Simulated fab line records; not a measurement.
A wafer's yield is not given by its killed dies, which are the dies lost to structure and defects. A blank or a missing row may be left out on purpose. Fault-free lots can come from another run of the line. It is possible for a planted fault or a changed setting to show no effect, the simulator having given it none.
One fault through the eyes of 2 desks ; flow gf180mcu ; numbers are kept per desk, each desk with only its own; the story behind them comes last

FROM THE METROLOGY DESK
What the gauges read for every lot (on any tool): the sampled wafers with a number, averaged. A lot is out of limits, marked OUT, if its mean lies more than 4 standard deviations from the usual mean; the brackets give that distance.
Columns: A = STI_OXIDATION_01_THK at GF_STI_THK_MEAS_22, usual 15.04 nm; B = STI_CVD_23_THK at GF_STI_THK_MEAS_24, usual 653 nm; C = MVSD_TW at GF_MVSD_TW_MEAS_11, usual 1583; D = MVSD_RS at GF_VT_IMPLANT_RS_MEAS_46, usual 455.9 ohm/sq
lot;first seen here;A;B;C;D
L562;day 2 08:14;14.75;663;1595;456.3
L564;day 2 18:33;15.11;666;1588;455.2
L566;day 3 04:43;14.99;655;1596;454.9
L567;day 3 10:50;14.96;654;1597;454.8
L568;day 3 14:49;15.28;660;1587;454.8
L569;day 3 20:43;14.72;651;1564;454.7
L570;day 4 06:11;15.29;657;1510 (-4.9) OUT;502.4 (+47) OUT
L571;day 4 12:37;15.38;660;1562;455.9
L572;day 4 15:11;15.30;660;1522 (-4.1) OUT;500.0 (+44) OUT
L580;day 6 04:37;15.08;658;1582;456.2
L582;day 6 15:43;15.23;641;1568;456.1
L583;day 6 19:49;14.94;642;1581;456.9
L584;day 7 02:37;15.18;640;1604;456.9
This desk's finding: out of limits on L570, L572; first on L570, day 6 17:58 (MVSD_TW at GF_MVSD_TW_MEAS_11). L562, L564, L566, L567, L568, L569, L571, L580, L582, L583, L584: within limits.

FOR THE TOOL OWNER'S DESK: implanter-04
The tool's own readings at GF_MVSD_IMPLANT_08, given as means over the sampled wafers that have a number, one for each lot that went through this tool. A lot is out of limits, marked OUT, if its mean lies more than 4 standard deviations from the usual mean; the brackets give that distance.
Columns: A = dose_ions_cm2 at GF_MVSD_IMPLANT_08, usual 1.6001e+13; B = faraday_current_uA at GF_MVSD_IMPLANT_08, usual 90.2; C = tilt_deg at GF_MVSD_IMPLANT_08, usual 0.003 degrees
lot;first seen here;A;B;C
L564;day 5 03:01;1.5993e+13;91.1;-0.012
L566;day 5 13:05;1.5985e+13;89.7;0.008
L567;day 5 20:04;1.6001e+13;90.5;-0.003
L568;day 6 00:43;1.6009e+13;90.0;0.007
L569;day 6 08:01;1.5994e+13;88.5;0.002
L570;day 6 17:34;1.3244e+13 (-99 or more) OUT;75.6 (-8.1) OUT;0.001
L572;day 7 06:22;1.3259e+13 (-99 or more) OUT;74.3 (-8.8) OUT;-0.025
L584;day 10 01:23;1.6020e+13;92.6;-0.023
Finding of this desk: L570, L572 out of limits; the first was L570 at day 6 17:34, on dose_ions_cm2 at GF_MVSD_IMPLANT_08. L564, L566, L567, L568, L569, L584: within limits.

PUT TOGETHER
On L570, L572, at day 6 17:34, an alarm was possible from the tool owner's desk.
The metrology desk could have raised an alarm at day 6 17:58, on L570, L572.
All the named lots went through GF_MVSD_IMPLANT_08 on implanter-04.

WHAT THE SIMULATOR HAD PUT IN
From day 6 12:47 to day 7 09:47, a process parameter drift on implanter-04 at GF_MVSD_IMPLANT_08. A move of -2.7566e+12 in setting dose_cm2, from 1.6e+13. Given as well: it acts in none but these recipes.
Struck lots among those shown: L570, L572.
Counting hours from when the fault started, the first reading out of limits came at 5 for the tool owner's desk and at 5 for the metrology desk.
